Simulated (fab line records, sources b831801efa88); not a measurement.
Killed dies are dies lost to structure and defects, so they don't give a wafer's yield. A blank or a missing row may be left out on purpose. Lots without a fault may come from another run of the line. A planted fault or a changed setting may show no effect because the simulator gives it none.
Chamber matching | flow gf180mcu | GF_V2_CMP_04 on cmp-02: 4 sister chambers
The step polishes SiO2. 15 wafers are shown with their chamber, then 7 later ones without.

WAFERS WITH THEIR CHAMBER
wafer  | chamber | motor_current_A (A) | time_to_endpoint_s (s)
L356.4 | 1       | 14.7                | 86
L356.5 | 0       | 10.4                | 81
L356.6 | 3       | 12.8                | 85
L357.3 | 1       | 14.8                | 82
L357.5 | 0       | 10.7                | 90
L357.6 | 3       | 13.0                | 85
L359.2 | 0       | 10.8                | 79
L370.2 | 2       | 12.4                | 79
L370.4 | 3       | 12.7                | 87
L370.5 | 2       | 12.4                | 83
L371.2 | 2       | 12.4                | 81
L371.4 | 3       | 12.9                | 81
L371.6 | 0       | 10.9                | 87
L372.1 | 1       | 14.8                | 85
L372.2 | 2       | 12.0                | 78

SIGNATURES (means of the wafers above)
reading            | chamber 0 | chamber 1 | chamber 2 | chamber 3 | scatter within a chamber
motor_current_A    | 10.700    | 14.767    | 12.300    | 12.850    | 0.17
time_to_endpoint_s | 84.25     | 84.33     | 80.25     | 84.50     | 3.32
Rule: a wafer's distance from a chamber is the root of the sum, over the readings, of the square of ((its reading less the chamber's mean) divided by the reading's scatter). The wafer belongs to the nearest chamber; if the next one is less than 2 further off, it can't be placed. The scatter: the root of (the sum of the squares of (reading less its chamber's mean) over the shown wafers, divided by (wafers less chambers)).

WAFERS WITHOUT THEIR CHAMBER
wafer  | motor_current_A (A) | time_to_endpoint_s (s)
L372.6 | 10.8                | 86
L377.2 | 12.6                | 83
L377.4 | 10.4                | 81
L377.6 | 14.5                | 84
L378.1 | 11.5                | 81
L378.2 | 11.8                | 80
L378.5 | 12.6                | 85

WHICH CHAMBER EACH WENT THROUGH
wafer  | from the rows above     | in truth
L372.6 | 0                       | 0
L377.2 | can't be placed: 3 or 2 | 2
L377.4 | 0                       | 0
L377.6 | 1                       | 1
L378.1 | can't be placed: 2 or 0 | 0
L378.2 | 2                       | 2
L378.5 | can't be placed: 3 or 2 | 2
Placed correctly: 4 of 7. Can't be placed from these rows: 3 (the true chamber is among the candidates in 3). Placed wrongly: 0.
